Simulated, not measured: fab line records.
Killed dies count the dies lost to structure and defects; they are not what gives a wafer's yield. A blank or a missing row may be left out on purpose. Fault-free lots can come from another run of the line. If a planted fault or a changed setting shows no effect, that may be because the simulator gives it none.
Chamber matching -- flow gf180mcu -- cmp-01 running GF_V2_CMP_04: 4 sister chambers
The step polishes SiO2. 4 wafers are shown with their chamber, then 7 later ones without.

## EACH WAFER AND ITS CHAMBER
wafer,chamber,motor_current_A (A)
L602.4,2,11.3
L607.1,0,12.5
L607.6,1,12.1
L608.5,3,13.5

## WAFERS WITHOUT THEIR CHAMBER
wafer,motor_current_A (A)
L608.6,12.9
L609.1,11.8
L609.3,12.5
L609.5,12.7
L611.3,12.7
L611.4,12.3
L611.6,13.3

## EACH ONE'S CHAMBER
wafer,from the rows above,in truth
L608.6,can't be placed: 0 or 3 or 1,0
L609.1,can't be placed: 1 or 2 or 0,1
L609.3,can't be placed: 0 or 1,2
L609.5,can't be placed: 0 or 1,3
L611.3,can't be placed: 0 or 1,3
L611.4,can't be placed: 0 or 1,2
L611.6,3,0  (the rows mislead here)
Correctly placed: 0 of 7. Not placeable from these rows: 6 (in 2, the candidates include the true chamber). Wrongly placed: 1.
How it was worked out, from the rows above alone: a wafer's distance from a chamber is the root of the sum, over the readings, of the square of ((its reading less the chamber's mean) divided by the reading's scatter). If the next closest chamber is less than 2 further off than the closest, the wafer can't be placed; otherwise it belongs to the closest. Each chamber's mean is taken over the wafers shown for it. The scatter (one wafer shown for each chamber): square how far every hidden wafer sits from the nearest shown wafer, average those squares and take the square root.
